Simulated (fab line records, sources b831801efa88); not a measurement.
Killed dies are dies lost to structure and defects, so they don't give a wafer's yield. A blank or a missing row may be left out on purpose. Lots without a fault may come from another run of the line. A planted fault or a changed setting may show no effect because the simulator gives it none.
A struck lot beside a sound one | flow gf180mcu | 16 steps out of a route of 602
Sound: wafers L626.2, L626.3, L626.6. Struck: wafer L634.6. (L634.1, L634.2 of the same lot were not struck and are left out.) The cause comes at the end.
At each step with rows: each side's tool, then ch and its chambers, then its first start. Under that, the readings that differ: sound wafers | struck wafers | difference of the means | sigmas: that difference in standard deviations of wafers without a fault.
alike: readings whose means differ by less than 2 such deviations, and words and numbers that are the same on both sides. not compared: withheld readings, readings that some wafer has no value for, bounds like >300 that may hide the same value, and numbers for which the record gives no deviation and whose values overlap.
The two part at a step that has a row with sigmas, a row that says differs or no value, or rows on one side only. Numbers that don't overlap but have no deviation are shown without sigmas and don't part them. A reading that every wafer of one side lacks parts them only if that side has two wafers or more.

GF_CONTACT_BOW_MEAS_05:
  sound on film_metro-03, day 15 08:22; struck on film_metro-04, day 18 08:35
  alike: CONTACT_BOW
then, 8 steps without rows for these wafers: GF_CONTACT_DEHYDRATE_06 (time 60 s); GF_CONTACT_HMDS_07 (prime time 60 s); GF_CONTACT_COAT_08; GF_CONTACT_COAT_09 (resist thk 1000 nm); GF_CONTACT_SOFTBAKE_10 (time 60 s); GF_CONTACT_EXPOSE_11 (exposes mask Contact, target cd 220 nm); GF_CONTACT_PEB_12 (peb time 90 s); GF_CONTACT_DEVELOP_13 (develop time 60 s).
GF_CONTACT_CD_MEAS_14: target cd 220 nm.
  sound on cd_sem-02, day 16 05:34; struck on cd_sem-02, day 19 08:45
  alike: cd_nm
GF_CONTACT_OVL_MEAS_15:
  sound on overlay-01, day 16 05:40; struck on overlay-02, day 19 08:52
  alike: CONTACT_OVL
GF_CONTACT_ETCH_16: etches BARC in N2/H2.
  sound on rie_diel-01 ch 2,3, day 16 05:41; struck on rie_diel-03 ch 0, day 19 08:55
  alike: bias_w, drypump_motor_current_A, oes_product_au, throttle_valve_pct
GF_CONTACT_ETCH_17: etches SiO2 in C4F8/O2/Ar, stops on CoSi2, target depth 860 nm.
  sound on rie_diel-01 ch 2,3, day 16 05:00; struck on rie_diel-03 ch 0, day 19 09:00
  reading                             | sound             | struck | difference | sigmas
  oes_product_au (a.u.)               | 0.816 0.813 0.815 | 0.780  | -0.035     | -7
  model.etch.depth_nm (nm)            | 861.2 855.9 855.7 | 781.8  | -75.8      |
  model.CONTACT.feature_depth_nm (nm) | 861.2 855.9 855.7 | 781.8  | -75.8      |
  model.CONTACT.cd_nm (nm)            | 221.2 222.8 222   | 220.4  | -1.6       |
  alike: bias_w
GF_CONTACT_STRIP_18: strips in O2/N2.
  sound on plasma_asher-04 ch 0,1, day 16 05:52; struck on plasma_asher-03 ch 1, day 19 09:04
  reading               | sound             | struck | difference | sigmas
  oes_product_au (a.u.) | 0.583 0.583 0.584 | 0.611  | +0.028     | +6
  alike: drypump_motor_current_A, heater_power_w
  not compared: rf_hours_counter_h
then, 1 step without rows for these wafers: GF_CONTACT_CLEAN_19 (cleans in SPM).
-- the record jumps here: 12 days lie between the struck wafers' starts before and after (it left off in module CONTACT and takes up again in module PASSIVATION, whose first step shown is number 602 of the route) --
GF_PASSIVATION_PROBE_99:
  the record has rows for the struck wafers here (prober-01, day 31 17:14) and none for the sound ones

WHERE THEY PART
First at GF_CONTACT_ETCH_17; last, within this record, at GF_PASSIVATION_PROBE_99.

WHY: what the simulator had put in
Process parameter drift: rie_diel-03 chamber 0, from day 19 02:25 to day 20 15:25, at GF_CONTACT_ETCH_17. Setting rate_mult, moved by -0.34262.
